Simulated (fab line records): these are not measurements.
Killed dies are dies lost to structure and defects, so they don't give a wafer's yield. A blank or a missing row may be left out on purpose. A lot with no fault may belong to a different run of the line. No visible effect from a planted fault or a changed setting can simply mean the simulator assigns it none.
One fault through the eyes of 2 desks | flow sky130 | numbers are kept per desk, each desk with only its own; the story behind them comes last

AT THE METROLOGY DESK
What the gauges read for every lot (on any tool): the sampled wafers with a number, averaged. The brackets show how far a lot's mean lies from the usual mean; more than 4 standard deviations puts the lot out of limits, marked OUT.
Columns: A = cd nm at SKY_METAL2_CD_MEAS_15, usual 140.0 nm; B = METAL2_OVL at SKY_METAL2_OVL_MEAS_16, usual -1 nm
lot  | first seen here | A     | B
L653 | day 35 13:05    | 138.9 | 1
L661 | day 38 02:55    | 139.1 | -9
L662 | day 38 08:50    | 141.1 | -10
L671 | day 40 19:47    | 140.9 | 6
L672 | day 40 22:16    | 141.6 | -7
L674 | day 41 08:50    | 141.7 | 3
This desk's verdict: no lot among the 6 shows anything out of limits.

THE TOOL OWNER'S DESK: plasma asher-01
The tool's own readings at SKY_METAL2_STRIP_20 (strips in O2/N2): means of the sampled wafers that have a number, for each lot that ran on this tool. The brackets show how far a lot's mean lies from the usual mean; more than 4 standard deviations puts the lot out of limits, marked OUT.
Columns: A = chamber pressure mTorr at SKY_METAL2_STRIP_20, usual 1499.9 mTorr; B = drypump motor current A at SKY_METAL2_STRIP_20, usual 5.9 A; C = oes product au at SKY_METAL2_STRIP_20, usual 0.343 a.u.; D = strip time to endpoint s at SKY_METAL2_STRIP_20, usual 2.70 s
lot  | first seen here | A      | B   | C     | D
L672 | day 40 22:37    | 1499.2 | 5.7 | 0.342 | 2.75
This desk's finding: nothing out of limits on the one lot.

BROUGHT TOGETHER
At the metrology desk, nothing out of limits was observed.
The tool owner's desk saw nothing out of limits.

WHAT THE SIMULATOR HAD PUT IN
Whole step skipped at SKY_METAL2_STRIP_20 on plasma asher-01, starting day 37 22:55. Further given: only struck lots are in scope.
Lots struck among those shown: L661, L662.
